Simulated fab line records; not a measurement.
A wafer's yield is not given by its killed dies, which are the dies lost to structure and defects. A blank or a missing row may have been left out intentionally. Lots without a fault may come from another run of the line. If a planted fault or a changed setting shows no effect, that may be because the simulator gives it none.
Chamber matching    flow sky130    SKY_VIA2_HDPCVD_00 on hdpcvd-01 has 3 sister chambers
The step deposits SiO2, target thk 1180 nm, time 196.7 s. 3 wafers are shown with their chamber, then 10 later ones without.

== WAFERS PAIRED WITH THEIR CHAMBERS ==
wafer   chamber  run length s (s)
L399.2  0        224.9
L399.3  2        223.8
L400.4  1        224.5

== WAFERS WITH NO CHAMBER GIVEN ==
wafer   run length s (s)
L400.6  223.9
L401.2  223.9
L401.4  224.0
L401.6  223.4
L403.1  224.2
L403.2  224.5
L403.4  223.8
L406.2  224.7
L406.3  223.6
L406.6  223.6

== THE CHAMBER EACH PASSED THROUGH ==
wafer    from the rows above            in truth
L400.6   2                              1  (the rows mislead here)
L401.2   2                              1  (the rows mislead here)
L401.4   can't be placed: 2 or 1        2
L401.6   2                              2
L403.1   can't be placed: 1 or 2 or 0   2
L403.2   can't be placed: 1 or 0        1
L403.4   2                              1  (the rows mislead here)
L406.2   can't be placed: 1 or 0        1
L406.3   2                              2
L406.6   2                              2
3 of 10 placed correctly. These rows do not allow placing 4 (true chamber among the candidates in 4). Number placed wrongly: 3.
How it was worked out, from the rows above alone: a wafer's distance from a chamber is the root of the sum, over the readings, of the square of ((its reading less the chamber's mean) divided by the reading's scatter). The wafer belongs to the nearest chamber; if the next one is less than 2 further off, it can't be placed. The mean given for a chamber averages the wafers shown for that chamber. The scatter (one wafer shown for each chamber): square how far every hidden wafer sits from the nearest shown wafer, average those squares and take the square root.
